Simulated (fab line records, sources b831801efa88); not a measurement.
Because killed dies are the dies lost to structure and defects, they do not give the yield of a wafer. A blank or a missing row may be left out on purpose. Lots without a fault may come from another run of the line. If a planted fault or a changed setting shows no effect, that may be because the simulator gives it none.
Matching of chambers    flow sky130    4 sister chambers for SKY_VIA1_CMP_02 on cmp-01
The step polishes SiO2. 16 wafers are shown with their chamber, then 8 later ones without.

WAFERS PAIRED WITH THEIR CHAMBERS
wafer   chamber  motor current A (A)  edge zone pressure frac
L690.1  0        10.8                 1.002
L690.4  3        12.2                 1.008
L690.6  3        11.9                 1.002
L694.2  0        11.0                 0.997
L694.3  2        11.1                 0.998
L694.6  1        12.5                 1.007
L697.2  2        11.1                 0.998
L697.5  1        12.2                 1.009
L697.6  0        11.0                 0.998
L698.2  3        12.3                 1.005
L698.4  1        12.4                 1.003
L698.6  0        10.8                 1.002
L709.1  1        12.1                 0.999
L709.2  0        10.6                 0.998
L709.6  1        11.9                 1.003
L711.1  0        11.2                 0.998

SIGNATURES, as means of the wafers listed above
reading                  chamber 0  chamber 1  chamber 2  chamber 3  scatter within a chamber
motor current A          10.900     12.220     11.100     12.133     0.211
edge zone pressure frac  0.99917    1.00420    0.99800    1.00500    0.00294
Rule: a wafer's distance from a chamber is the root of the sum, over the readings, of the square of ((its reading less the chamber's mean) divided by the reading's scatter). If the next closest chamber is less than 2 further off than the closest, the wafer can't be placed; otherwise it belongs to the closest. The scatter is the square root of a quotient: the sum, over the shown wafers, of each reading's squared deviation from its chamber's mean, divided by wafers minus chambers.

WAFERS WITH NO CHAMBER GIVEN
wafer   motor current A (A)  edge zone pressure frac
L711.2  11.4                 0.998
L711.5  10.8                 1.003
L712.3  12.7                 1.010
L712.4  12.3                 1.004
L712.6  11.1                 1.004
L713.1  11.0                 1.000
L713.3  12.5                 0.997
L713.5  10.8                 1.000

THE CHAMBER EACH PASSED THROUGH
wafer   from the rows above      in truth
L711.2  can't be placed: 2 or 0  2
L711.5  can't be placed: 0 or 2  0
L712.3  can't be placed: 1 or 3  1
L712.4  can't be placed: 1 or 3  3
L712.6  can't be placed: 0 or 2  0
L713.1  can't be placed: 0 or 2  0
L713.3  can't be placed: 1 or 3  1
L713.5  can't be placed: 0 or 2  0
Correct placement for 0 of the 8. Unplaceable from these rows: 8, with the true chamber sitting among the candidates in 8. Wrongly placed: 0.
